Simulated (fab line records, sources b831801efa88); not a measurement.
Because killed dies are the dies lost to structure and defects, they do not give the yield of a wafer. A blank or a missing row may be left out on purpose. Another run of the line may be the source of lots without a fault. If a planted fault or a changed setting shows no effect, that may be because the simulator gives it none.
fab line records + flow sky130 + part 2 of 2: steps 43 to 43 of 43
record:
- lots: 6
- wafers: 18
- lastDay: 49
route steps=708 shown METAL2@491 VIA2@507 METAL3@532 PAD_OPEN@708
lots untouched by any fault: they come from a run of this same line in which no faults occurred
startH: start of the lot's first displayed wafer, in hours after the record's first day + waitH: time in hours since the lot's previous step + " as in the row above + L1.1+2: one row covering several wafers at once + - value missing, or start not given + * or withheld: withheld + < > ~ a bound
route shown NAME@n: NAME is a module with steps in the file, n the number in the route of the first one + usual: average and standard deviation across the fault-free wafers + same: alike in all rows + chamber/n: place in a boat + sites: each site's reading + _std_site: standard deviation of those values + _edge_site: inner sites' mean taken away from outer sites' mean + radiusMm: for every site, how far away it sits from the centre of the wafer + mask NAME#n: copy n + behind: tool/chamber where the wafer was last shaped + hold: why the lot went on hold/how many hours it stayed there/how the hold came to an end + device: which transistor (n, p or np) failed to switch + end of line: the route-end tests of the same wafers + a step without rows: its recipe alone + killed: at the first sort, the dies lost to defects and structure; wafer yield is something else + map: per-die view of a wafer (x killed, . not killed, _ where there is no die)
set.NAME: the setting that was run; set.NAME@STEP: the one run at that earlier step + model.NAME: the simulator's own value behind a step, which no gauge read
lots at some steps of the route; a table a step, a row a wafer
services: a tool's chamber out of use, with start hour (startH, from the record's first day; less than 0 if before it), hours out, and reason
== steps ==
step: SKY_PAD_OPEN_PROBE_99
usual:
- defectLimitedYield: 82.4/1.9
- killed_at_M0_to_M3: 44/7.1
- killed_at_M4_up: 3.5/2
- killedAtContacts: 24/5.3
- killedAtFrontEnd: 15/4.8
- killedAtOther: 0.1/0.35
- killedDies: 86/9.3
- killedOpen: 47/7.8
- killedShort: 39/5.9
- sort_bin_3_pad_short: 0.8/0.42
- sort_bin_5_function: 10.3/1.4
- sort_bin_6_memory: 6.4/1.1
- sortNPass: 406/9.3
- sortYieldPct: 82.4/1.9
same:
- grossDies: 492
- killedAtBackSide: 0
- sort_bin_4_leakage[%]: 0
- sort_bin_8_speed[%]: 0
| lot.wafer | tool      | chamber | startH  | waitH | defectLimitedYield[%] | killed_at_M0_to_M3 | killed_at_M4_up | killedAtContacts | killedAtFrontEnd | killedAtOther | killedDies | killedOpen | killedShort | sort_bin_3_pad_short[%] | sort_bin_5_function[%] | sort_bin_6_memory[%] | sortNPass | sortYieldPct[%] | model.etest.tester.sortNPass | model.etest.tester.sortYieldPct | model.etest.tester.sort_bin_5_pct | model.etest.tester.sort_bin_3_pct |
|-----------|-----------|---------|---------|-------|-----------------------|--------------------|-----------------|------------------|------------------|---------------|------------|------------|-------------|-------------------------|------------------------|----------------------|-----------|-----------------|------------------------------|---------------------------------|-----------------------------------|-----------------------------------|
| L307.1    | prober-02 | -       | 1106.41 | 0.1   | 82.1                  | 36                 | 4               | 25               | 23               | 0             | 88         | 46         | 42          | 1.2                     | 9.6                    | 7.1                  | 404       | 82.1            | 404                          | 82.11                           | 9.553                             | 1.22                              |
| L307.5    | prober-02 | -       | 1106.61 | 0.2   | 80.1                  | 52                 | 4               | 23               | 19               | 0             | 98         | 58         | 40          | 0.8                     | 11.8                   | 7.3                  | 394       | 80.1            | 394                          | 80.08                           | 11.79                             | 0.813                             |
| L307.6    | prober-02 | -       | 1106.66 | 0.2   | 80.9                  | 47                 | 2               | 28               | 16               | 1             | 94         | 56         | 38          | 0.4                     | 12.0                   | 6.7                  | 398       | 80.9            | 398                          | 80.89                           | 11.99                             | 0.4065                            |
| L311.2    | prober-01 | -       | 1122.88 | 0.1   | 82.1                  | 53                 | 7               | 15               | 12               | 1             | 88         | 48         | 40          | 1.2                     | 10.8                   | 5.9                  | 404       | 82.1            | 404                          | 82.11                           | 10.77                             | 1.22                              |
| L311.3    | prober-01 | -       | 1122.93 | 0.2   | 82.5                  | 35                 | 5               | 32               | 14               | 0             | 86         | 47         | 39          | 1.8                     | 10.6                   | 5.1                  | 406       | 82.5            | 406                          | 82.52                           | 10.57                             | 1.829                             |
| L311.5    | prober-01 | -       | 1123.03 | 0.2   | 80.1                  | 57                 | 0               | 24               | 17               | 0             | 98         | 62         | 36          | 0.8                     | 12.6                   | 6.5                  | 394       | 80.1            | 394                          | 80.08                           | 12.6                              | 0.813                             |
| L315.1    | prober-02 | -       | 1143.35 | 0.1   | 82.1                  | 48                 | 1               | 31               | 8                | 0             | 88         | 57         | 31          | 0.2                     | 11.0                   | 6.7                  | 404       | 82.1            | 404                          | 82.11                           | 10.98                             | 0.2033                            |
| L315.4    | prober-02 | -       | 1143.50 | 0.2   | 85.2                  | 38                 | 2               | 20               | 13               | 0             | 73         | 37         | 36          | 1.0                     | 9.1                    | 4.7                  | 419       | 85.2            | 419                          | 85.16                           | 9.146                             | 1.016                             |
| L315.5    | prober-02 | -       | 1143.55 | 0.2   | 81.9                  | 48                 | 6               | 30               | 5                | 0             | 89         | 48         | 41          | 0.4                     | 10.4                   | 7.3                  | 403       | 81.9            | 403                          | 81.91                           | 10.37                             | 0.4065                            |
| L319.1    | prober-01 | -       | 1162.54 | 0.1   | 72.2                  | 86                 | 2               | 27               | 22               | 0             | 137        | 57         | 42          | 2.0                     | 17.9                   | 7.9                  | 355       | 72.2            | 355                          | 72.15                           | 17.89                             | 2.033                             |
| L319.4    | prober-01 | -       | 1162.69 | 0.2   | 75.0                  | 76                 | 3               | 25               | 18               | 1             | 123        | 41         | 43          | 3.0                     | 16.3                   | 5.7                  | 369       | 75.0            | 369                          | 75                              | 16.26                             | 3.049                             |
| L319.6    | prober-01 | -       | 1162.79 | 0.2   | 73.8                  | 97                 | 1               | 19               | 12               | 0             | 129        | 45         | 37          | 3.3                     | 17.3                   | 5.7                  | 363       | 73.8            | 363                          | 73.78                           | 17.28                             | 3.252                             |
| L321.3    | prober-01 | -       | 1174.53 | 0.2   | 80.3                  | 47                 | 6               | 27               | 17               | 0             | 97         | 65         | 32          | 0.6                     | 12.0                   | 7.1                  | 395       | 80.3            | 395                          | 80.28                           | 11.99                             | 0.6098                            |
| L321.5    | prober-01 | -       | 1174.63 | 0.2   | 81.5                  | 52                 | 1               | 21               | 16               | 1             | 91         | 60         | 31          | 0.2                     | 12.4                   | 5.9                  | 401       | 81.5            | 401                          | 81.5                            | 12.4                              | 0.2033                            |
| L321.6    | prober-01 | -       | 1174.68 | 0.2   | 82.7                  | 41                 | 5               | 30               | 9                | 0             | 85         | 47         | 38          | 2.0                     | 9.6                    | 5.7                  | 407       | 82.7            | 407                          | 82.72                           | 9.553                             | 2.033                             |
| L322.3    | prober-02 | -       | 1175.36 | 0.2   | 72.6                  | 91                 | 3               | 34               | 7                | 0             | 135        | 54         | 32          | 2.4                     | 18.1                   | 6.9                  | 357       | 72.6            | 357                          | 72.56                           | 18.09                             | 2.439                             |
| L322.4    | prober-02 | -       | 1175.41 | 0.2   | 76.0                  | 82                 | 7               | 19               | 10               | 0             | 118        | 29         | 45          | 2.2                     | 15.7                   | 6.1                  | 374       | 76.0            | 374                          | 76.02                           | 15.65                             | 2.236                             |
| L322.5    | prober-02 | -       | 1175.46 | 0.2   | 74.6                  | 88                 | 6               | 23               | 8                | 0             | 125        | 46         | 35          | 2.4                     | 16.3                   | 6.7                  | 367       | 74.6            | 367                          | 74.59                           | 16.26                             | 2.439                             |
killed by level:class
L307.1 METAL1:geometricParticle:short=9 CONTACT:geometricParticle:open=9 POLY_GATE:geometricParticle:short=6 POLY_GATE:geometricParticle:open=6 LI_CONTACT:geometricParticle:open=6 CONTACT:geometricParticle:short=6 VIA1:geometricParticle:open=5 METAL2:geometricParticle:short=5
L307.5 VIA1:geometricParticle:open=15 VIA2:geometricParticle:open=11 FIELD_ISO:geometricParticle:open=8 LI_CONTACT:geometricParticle:open=8 CONTACT:geometricParticle:short=5 VIA1:geometricParticle:short=5 METAL2:geometricParticle:short=5 VIA3:geometricParticle:open=5
L307.6 VIA1:geometricParticle:open=19 CONTACT:geometricParticle:open=10 LI_CONTACT:geometricParticle:open=7 CONTACT:geometricParticle:short=6 FIELD_ISO:geometricParticle:open=4 POLY_GATE:geometricParticle:open=4 METAL1:geometricParticle:short=4 METAL2:geometricParticle:short=4
L311.2 VIA1:geometricParticle:open=15 VIA3:geometricParticle:open=8 FIELD_ISO:geometricParticle:short=7 VIA1:geometricParticle:short=7 METAL4:geometricParticle:short=6 LI_CONTACT:geometricParticle:open=5 METAL1:geometricParticle:short=5 CONTACT:geometricParticle:open=5
L311.3 CONTACT:geometricParticle:open=12 VIA1:geometricParticle:open=11 METAL1:geometricParticle:short=8 LI_CONTACT:geometricParticle:open=7 LOCAL_INTERCONNECT:geometricParticle:short=6 VIA1:geometricParticle:short=6 FIELD_ISO:geometricParticle:open=5 CONTACT:geometricParticle:short=5
L311.5 VIA1:geometricParticle:open=17 VIA2:geometricParticle:open=12 CONTACT:geometricParticle:open=11 VIA3:geometricParticle:open=9 METAL1:geometricParticle:short=7 POLY_GATE:geometricParticle:short=6 LI_CONTACT:geometricParticle:open=6 FIELD_ISO:geometricParticle:short=5
L315.1 CONTACT:geometricParticle:open=19 VIA1:geometricParticle:open=9 VIA2:geometricParticle:short=7 VIA3:geometricParticle:open=7 METAL1:geometricParticle:short=6 LI_CONTACT:geometricParticle:open=4 METAL2:geometricParticle:short=4 METAL2:geometricParticle:open=4
L315.4 CONTACT:geometricParticle:open=8 VIA1:geometricParticle:short=8 VIA1:geometricParticle:open=8 LI_CONTACT:geometricParticle:open=6 METAL1:geometricParticle:short=5 FIELD_ISO:geometricParticle:short=4 FIELD_ISO:geometricParticle:open=3 LOCAL_INTERCONNECT:geometricParticle:short=3
L315.5 CONTACT:geometricParticle:open=14 VIA1:geometricParticle:open=11 CONTACT:geometricParticle:short=7 VIA1:geometricParticle:short=7 VIA3:geometricParticle:open=7 METAL2:geometricParticle:short=6 LI_CONTACT:geometricParticle:short=4 VIA3:geometricParticle:short=4
L319.1 METAL2:unspecified=38 VIA1:geometricParticle:open=12 METAL2:geometricParticle:short=11 VIA3:geometricParticle:open=10 LI_CONTACT:geometricParticle:open=8 CONTACT:geometricParticle:open=8 FIELD_ISO:geometricParticle:open=7 POLY_GATE:geometricParticle:open=7
L319.4 METAL2:unspecified=39 LI_CONTACT:geometricParticle:open=8 CONTACT:geometricParticle:open=7 VIA1:geometricParticle:open=7 METAL1:geometricParticle:short=6 VIA2:geometricParticle:open=6 POLY_GATE:geometricParticle:short=5 VIA1:geometricParticle:short=5
L319.6 METAL2:unspecified=47 METAL2:geometricParticle:short=10 VIA1:geometricParticle:open=10 VIA2:geometricParticle:open=8 METAL1:geometricParticle:short=7 CONTACT:geometricParticle:open=6 VIA3:geometricParticle:open=5 LI_CONTACT:geometricParticle:open=4
L321.3 VIA3:geometricParticle:open=13 VIA2:geometricParticle:open=11 LI_CONTACT:geometricParticle:open=11 VIA1:geometricParticle:open=10 CONTACT:geometricParticle:open=7 POLY_GATE:geometricParticle:open=4 LI_CONTACT:geometricParticle:short=4 METAL4:geometricParticle:short=4
L321.5 VIA1:geometricParticle:open=12 VIA3:geometricParticle:open=10 CONTACT:geometricParticle:open=9 VIA2:geometricParticle:open=8 POLY_GATE:geometricParticle:open=6 METAL2:geometricParticle:short=6 LI_CONTACT:geometricParticle:open=5 VIA3:geometricParticle:short=4
L321.6 VIA2:geometricParticle:open=9 CONTACT:geometricParticle:open=9 LI_CONTACT:geometricParticle:open=8 VIA1:geometricParticle:open=7 LOCAL_INTERCONNECT:geometricParticle:short=5 CONTACT:geometricParticle:short=5 VIA3:geometricParticle:open=5 VIA1:geometricParticle:short=4
L322.3 METAL2:unspecified=49 CONTACT:geometricParticle:open=13 VIA1:geometricParticle:open=13 VIA2:geometricParticle:open=9 METAL1:geometricParticle:short=7 VIA3:geometricParticle:open=6 LI_CONTACT:geometricParticle:short=5 LI_CONTACT:geometricParticle:open=5
L322.4 METAL2:unspecified=44 METAL1:geometricParticle:short=7 VIA3:geometricParticle:open=7 METAL2:geometricParticle:short=7 METAL4:geometricParticle:short=6 LOCAL_INTERCONNECT:geometricParticle:short=5 FIELD_ISO:geometricParticle:short=4 LI_CONTACT:geometricParticle:open=4
L322.5 METAL2:unspecified=44 CONTACT:geometricParticle:open=9 VIA3:geometricParticle:open=8 VIA1:geometricParticle:open=6 METAL2:geometricParticle:short=5 METAL1:geometricParticle:short=5 VIA3:geometricParticle:short=5 LI_CONTACT:geometricParticle:open=4
map L319.1 (x killed, . not)
__________.x......x._________
________...xx...x....._______
______.....xx.x.......xx_____
_____........x........x.x____
____....x........x...x...x___
___..x..x.xx....xxx..xx....__
__.......x....x...x.....x..._
_......x.x.....x.........x...
_x...x........x......x..x....
_.x.....xxx..............x..x
_..........x.........x.......
_x.x..........x.....x..x..x.x
_....x........xx.......xxx...
_x.x..xx....xx..xx...xxxxx.xx
_....xx....xx.x.x...xxxxxxxxx
__....x....x.......xxxxxxxxx_
___..xx...x.x......xxxxxxxx__
____...x.............xxxxx___
_____x.x...x.x.....x...xx____
______.x....xx.......x.x_____
________...x.....x..x._______
__________......xx.x_________
map L322.3 (x killed, . not)
__________........xx_________
________xx......xx.xx._______
______x.........x.x....._____
_____x........x......xxx.____
____..x...x.x.......x.....___
___...x.x....xxx.x..x...x..__
__......x.......x..........x_
_....x......x..............x.
_..........x.......x......x..
_......x.......x......xx..x..
_.......x.....x.x..x....x...x
_.........x......x..x....x...
_x.......x.....x.xx....xxx...
_........xxx...x.xxxxx.x.....
_....xxx..x...x..xxxxxx......
__...x....x.x...xxxxxxxxx..._
___.......x...xxxxxxxxxx...__
____xx....x......xxxxxx.xx___
_____..x......xxxxxxxxx..____
______.....x....x.xxx..x_____
________........x...xx_______
__________..x......._________
== services ==
| tool           | chamber | startH | hours | kind   |
|----------------|---------|--------|-------|--------|
| plasmaAsher-01 | -       | 837.02 | 6.3   | repair |
| pvdSputter-01  | -       | 849.20 | 0.5   | repair |
| pvdSputter-04  | -       | 851.69 | 3.7   | repair |
| rieDiel-04     | -       | 856.70 | 0.6   | repair |
| plasmaAsher-01 | -       | 872.86 | 2.8   | pm     |
| rieDiel-02     | 2       | 878.79 | 4.8   | repair |
| pvdSputter-04  | -       | 891.01 | 0.6   | repair |
| pvdSputter-01  | -       | 892.50 | 10.0  | repair |
| plasmaAsher-02 | -       | 892.86 | 1.8   | repair |
| cvdW-01        | -       | 904.00 | 14.0  | pm     |
| rieDiel-04     | 3       | 904.07 | 4.5   | repair |
| pvdSputter-01  | -       | 924.79 | 6.6   | repair |
| cvdW-01        | -       | 940.42 | 6.0   | pm     |
| pvdSputter-02  | -       | 941.72 | 2.0   | repair |
| cvdW-02        | -       | 946.42 | 6.0   | pm     |
| plasmaAsher-02 | -       | 949.83 | 2.0   | repair |
| rieDiel-02     | 1       | 950.09 | 3.8   | repair |
| rieDiel-02     | 1       | 957.42 | 1.2   | repair |
| rieDiel-04     | -       | 958.12 | 0.6   | repair |
| rieDiel-02     | 3       | 960.95 | 2.8   | repair |
| cvdW-01        | 0       | 961.19 | 3.1   | repair |
| rieDiel-02     | 1       | 970.46 | 3.4   | repair |
| pvdSputter-01  | -       | 974.30 | 11.3  | repair |
| rieDiel-04     | 3       | 976.31 | 7.3   | repair |
== key ==
firstSign:
- step: SKY_PAD_OPEN_PROBE_99
- reading: killed_at_M0_to_M3
- direction: up
- sigmas: 6
- usual: 44
- struck: 87
effect:
- step: SKY_PAD_OPEN_PROBE_99
- reading: sort_bin_5_function
- direction: up
- sigmas: 4.8
- usual: 10.3
- struck: 16.9
modelEffect:
- step: SKY_PAD_OPEN_PROBE_99
- value: etest.tester.sortNPass
- without: 402.5
- struck: 364.2
metAt SKY_METAL2_STRIP_20
struckWafers L319.1,L319.4,L319.6,L322.3,L322.4,L322.5
onsetBetween 859.95 934.89
fault:
- kind: chamberParticleSource
- tool: plasmaAsher-02
- chamber: -
- onsetH: 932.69
- steps: SKY_METAL2_STRIP_20
- ratePerVisitCm2: 0.59981
- endH: 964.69
